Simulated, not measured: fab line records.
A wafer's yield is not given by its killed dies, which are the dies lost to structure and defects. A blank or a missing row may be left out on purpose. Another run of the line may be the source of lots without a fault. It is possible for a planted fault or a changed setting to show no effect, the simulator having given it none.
fab line records + flow sfq_line
[record]
- lots = 6
- wafers = 18
- last_day = 83
route steps=325 shown INCOMING@1 L0@3
lots with no fault: from the same line, run without faults
start_h: the number of hours between the record's first day and the start of the first shown wafer of the lot + wait_h: hours from the lot's prior step to this one + " same as the row above + L1.1+2: one row covering several wafers at once + - no value present, or no start provided + * or withheld: withheld + < > ~ a bound
route shown NAME@n: names a module that has steps shown in the file, with the first one's number in the route + usual: the fault-free wafers' mean and standard deviation + same: alike in all rows + chamber/n: place in a boat + sites: per-site readings + _std_site: the standard deviation of these + _edge_site: mean of outer sites minus mean of inner sites + radius_mm: how far each site lies from the wafer's centre + mask NAME#n: copy n + behind: the tool/chamber that last shaped the wafer + hold: reason for holding the lot/hours on hold/outcome of the hold + device: transistor that didn't switch, given as n, p or np + end of line: the same wafers' tests at the end of the route + a step given without rows: its recipe and nothing more + killed: dies that structure and defects cost at the first sort, which is not the same as the wafer's yield + map: shows each die of a wafer: x if killed, . if not, _ if none is there
set.NAME: the setting that was run; set.NAME@STEP: the one run at that earlier step + model.NAME: the simulator's own value behind a step, which no gauge read
lots at selected steps of the route; one table per step, one row per wafer
services: a tool's chamber out of use, with start hour (start_h, from the record's first day; less than 0 if before it), hours out, and reason
[[steps]]
[step SFQ_INCOMING_BOW_MEAS_900]
[recipe]
- mode = bow
[usual]
- INCOMING_BOW = 0/6.6
| lot.wafer | tool          | chamber | start_h | wait_h | INCOMING_BOW[um] |
|-----------|---------------|---------|---------|--------|------------------|
| L603.1    | film_metro-02 | -       | 10.00   | -      | 0                |
| L603.3    | "             | -       | "       | "      | 4                |
| L603.6    | "             | -       | "       | "      | -6               |
| L604.1    | film_metro-02 | -       | 15.00   | -      | 3                |
| L604.2    | "             | -       | "       | "      | -5               |
| L604.5    | "             | -       | "       | "      | 3                |
| L614.1    | film_metro-03 | -       | 65.00   | -      | 0                |
| L614.4    | "             | -       | "       | "      | -6               |
| L614.6    | "             | -       | "       | "      | 0                |
| L616.2    | film_metro-02 | -       | 75.02   | -      | 4                |
| L616.5    | "             | -       | "       | "      | -4               |
| L616.6    | "             | -       | "       | "      | 6                |
| L621.2    | film_metro-04 | -       | 100.02  | -      | 1                |
| L621.5    | "             | -       | "       | "      | -1               |
| L621.6    | "             | -       | "       | "      | 5                |
| L623.1    | film_metro-04 | -       | 110.00  | -      | -1               |
| L623.2    | "             | -       | "       | "      | 7                |
| L623.6    | "             | -       | "       | "      | -3               |
[step SFQ_TRILAYER_INCOMING_OXIDATION_002]
[recipe]
- temp_c = 1000
- ambient = H2O
- target_thk_a = 5000
- p_h2o_torr = 720
- ox_time_s = 4939
[usual]
- spike_tc_bottom_C = 1015.8/2.6
- spike_tc_centre_C = 1000.3/1.4
- spike_tc_lower_C = 1000.0/0.96
- spike_tc_top_C = 1009.2/2.7
- spike_tc_upper_C = 999.5/1
- tube_center_temp_C = 1000/0.091
- tube_center_temp_C_max = 1002.6/0.42
| lot.wafer | tool       | chamber | start_h | wait_h | spike_tc_bottom_C | spike_tc_centre_C | spike_tc_lower_C | spike_tc_top_C | spike_tc_upper_C | tube_center_temp_C | tube_center_temp_C_max | model.SiO2_of_TRILAYER_INCOMING_OXIDATION_002.thk_nm |
|-----------|------------|---------|---------|--------|-------------------|-------------------|------------------|----------------|------------------|--------------------|------------------------|------------------------------------------------------|
| L603.1    | furnace-02 | 0       | 10.12   | 0.1    | 1018.3            | 999.2             | 1000.0           | 1007.1         | 999.9            | 1000.2             | 1002.2                 | 494.5                                                |
| L603.3    | "          | 0       | "       | "      | 1019.6            | 999.0             | 998.4            | 1007.1         | 1000.9           | 1000.1             | 1003.0                 | 501.2                                                |
| L603.6    | "          | 0       | "       | "      | 1020.0            | 998.8             | 999.7            | 1006.2         | 998.9            | 999.98             | 1002.6                 | 502.4                                                |
| L604.1    | furnace-01 | 0       | 15.12   | 0.1    | 1012.3            | 1001.0            | 1000.8           | 1011.9         | 998.2            | 1000.1             | 1002.3                 | 502.8                                                |
| L604.2    | "          | 0       | "       | "      | 1013.5            | 1001.7            | 1002.0           | 1010.5         | 999.7            | 1000.1             | 1002.7                 | 500.9                                                |
| L604.5    | "          | 0       | "       | "      | 1013.1            | 1001.1            | 1000.9           | 1011.0         | 998.5            | 999.85             | 1003.6                 | 500.7                                                |
| L614.1    | furnace-01 | 0       | 65.12   | 0.1    | 1003.7            | 990.7             | 991.4            | 1002.4         | 989.7            | 991                | 993.1                  | 472.2                                                |
| L614.4    | "          | 0       | "       | "      | 1004.3            | 992.1             | 990.2            | 1001.6         | 990.6            | 990.9              | 993.1                  | 471.4                                                |
| L614.6    | "          | 0       | "       | "      | 1003.7            | 992.0             | 990.6            | 1002.9         | 990.8            | 990.95             | 993.1                  | 463.9                                                |
| L616.2    | furnace-01 | 0       | 75.12   | 0.1    | 1002.8            | 992.9             | 991.5            | 1002.7         | 990.9            | 990.99             | 993.9                  | 461.9                                                |
| L616.5    | "          | 0       | "       | "      | 1004.5            | 993.0             | 990.8            | 1000.6         | 990.1            | 990.72             | 993.7                  | 459.5                                                |
| L616.6    | "          | 0       | "       | "      | 1004.1            | 991.9             | 990.6            | 1005.0         | 990.5            | 991                | 993.3                  | 459.1                                                |
| L621.2    | furnace-02 | 0       | 100.12  | 0.1    | 1017.9            | 999.0             | 999.1            | 1006.7         | 1000.8           | 999.93             | 1003.1                 | 507.7                                                |
| L621.5    | "          | 0       | "       | "      | 1018.5            | 998.9             | 999.2            | 1006.8         | 998.9            | 1000.1             | 1002.0                 | 509.5                                                |
| L621.6    | "          | 0       | "       | "      | 1018.0            | 998.9             | 1000.6           | 1005.6         | 999.7            | 999.97             | 1001.9                 | 511.4                                                |
| L623.1    | furnace-02 | 0       | 110.12  | 0.1    | 1018.2            | 1000.5            | 999.9            | 1005.4         | 996.2            | 999.92             | 1002.6                 | 526.5                                                |
| L623.2    | "          | 0       | "       | "      | 1018.6            | 999.3             | 999.2            | 1005.9         | 998.4            | 1000               | 1003.2                 | 523.4                                                |
| L623.6    | "          | 0       | "       | "      | 1019.9            | 998.5             | 999.4            | 1007.4         | 998.7            | 999.96             | 1002.3                 | 517.8                                                |
[step SFQ_TRILAYER_L0_DEP_SPUTTER_003]
[recipe]
- material = MoNx_KI
- base_pressure_pa = 1.33e-06
- target_thk_nm = 40
- power_w = 800
- time_s = 100
- chamber_pressure_pa = 0.4126
[usual]
- throttle_valve_pct = 29.7/0.86
| lot.wafer | tool           | chamber | start_h | wait_h | throttle_valve_pct |
|-----------|----------------|---------|---------|--------|--------------------|
| L603.1    | pvd_sputter-06 | -       | 12.49   | 0.0    | 30.4               |
| L603.3    | "              | -       | "       | "      | 28.6               |
| L603.6    | "              | -       | "       | "      | 30.7               |
| L604.1    | pvd_sputter-03 | -       | 17.49   | 0.0    | 30.1               |
| L604.2    | "              | -       | "       | "      | 29.6               |
| L604.5    | "              | -       | "       | "      | 30.6               |
| L614.1    | pvd_sputter-03 | -       | 67.49   | 0.0    | 30.5               |
| L614.4    | "              | -       | "       | "      | 29.6               |
| L614.6    | "              | -       | "       | "      | 30.4               |
| L616.2    | pvd_sputter-06 | -       | 77.49   | 0.0    | 30.5               |
| L616.5    | "              | -       | "       | "      | 30.3               |
| L616.6    | "              | -       | "       | "      | 28.6               |
| L621.2    | pvd_sputter-03 | -       | 102.49  | 0.0    | 30.6               |
| L621.5    | "              | -       | "       | "      | 30.6               |
| L621.6    | "              | -       | "       | "      | 29.5               |
| L623.1    | pvd_sputter-06 | -       | 112.49  | 0.0    | 30.6               |
| L623.2    | "              | -       | "       | "      | 30.3               |
| L623.6    | "              | -       | "       | "      | 30.4               |
[[services]]
| tool           | chamber | start_h | hours | kind   |
|----------------|---------|---------|-------|--------|
| furnace-02     | -       | 24.03   | 2.7   | pm     |
| furnace-02     | -       | 73.63   | 6.0   | pm     |
| pvd_sputter-06 | -       | 93.25   | 4.6   | repair |
| pvd_sputter-03 | -       | 94.26   | 5.1   | repair |
[[key]]
[first_sign]
- step = SFQ_TRILAYER_INCOMING_OXIDATION_002
- reading = tube_center_temp_C
- direction = down
- sigmas = 91
- usual = *
- struck = *
[effect]
- step = SFQ_TRILAYER_INCOMING_OXIDATION_002
- reading = tube_center_temp_C_max
- direction = down
- sigmas = 22
- usual = *
- struck = *
[model_effect]
- step = SFQ_TRILAYER_INCOMING_OXIDATION_002
- value = SiO2_of_TRILAYER_INCOMING_OXIDATION_002.thk_nm
- without = 494.9
- struck = 464.7
met_at SFQ_TRILAYER_INCOMING_OXIDATION_002
struck_wafers L614.1,L614.4,L614.6,L616.2,L616.5,L616.6
onset_between 15.12 65.12
[fault]
- kind = process_parameter_drift
- tool = furnace-01
- chamber = -
- onset_h = 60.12
- steps = SFQ_TRILAYER_INCOMING_OXIDATION_002
- channel = temp_c
- offset = *
- shape = step
- end_h = 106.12
- stated = *
